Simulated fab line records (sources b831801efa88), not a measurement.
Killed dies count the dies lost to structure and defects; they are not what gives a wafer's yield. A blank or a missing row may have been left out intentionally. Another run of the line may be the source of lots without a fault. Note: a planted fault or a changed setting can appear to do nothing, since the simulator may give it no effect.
Chamber matching ; flow sky130 ; SKY_VIA2_ETCH_15 on rie-diel-01: 4 sister chambers
The step etches SiO2 in C4F8/O2/Ar, stops on TiN, target depth 546 nm, time 84 s. 7 wafers are shown with their chamber, then 7 later ones without.

## WAFERS WITH THEIR CHAMBER
wafer;chamber;oes-product-au (a.u.);bias-w (W)
L408.4;3;0.941;1202
L410.3;2;0.942;1197
L414.2;2;0.941;1201
L414.3;1;0.940;1201
L414.6;0;0.939;1205
L421.2;0;0.940;1196
L421.3;1;0.939;1197

## WAFERS WHOSE CHAMBER IS MISSING
wafer;oes-product-au (a.u.);bias-w (W)
L421.5;0.937;1201
L423.2;0.934;1196
L423.4;0.946;1204
L423.5;0.935;1194
L431.1;0.936;1205
L431.5;0.932;1199
L431.6;0.932;1200

## EACH ONE'S CHAMBER
wafer;from the rows above;in truth
L421.5;can't be placed: 0 or 1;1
L423.2;can't be placed: 1 or 0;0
L423.4;can't be placed: 2 or 3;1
L423.5;can't be placed: 1 or 0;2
L431.1;can't be placed: 0 or 1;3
L431.5;can't be placed: 1 or 0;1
L431.6;can't be placed: 0 or 1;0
Correct placement for 0 of the 7. These rows do not allow placing 7 (true chamber among the candidates in 4). Wrongly placed: 0.
How it was worked out, from the rows above alone: a wafer's distance from a chamber is the root of the sum, over the readings, of the square of ((its reading less the chamber's mean) divided by the reading's scatter). If the next closest chamber is less than 2 further off than the closest, the wafer can't be placed; otherwise it belongs to the closest. For every chamber, the mean is computed from those of its wafers that are shown. How the scatter is found: for the shown wafers, subtract from each reading the mean of its chamber, square and add these, divide the total by (wafers less chambers), then take the root.
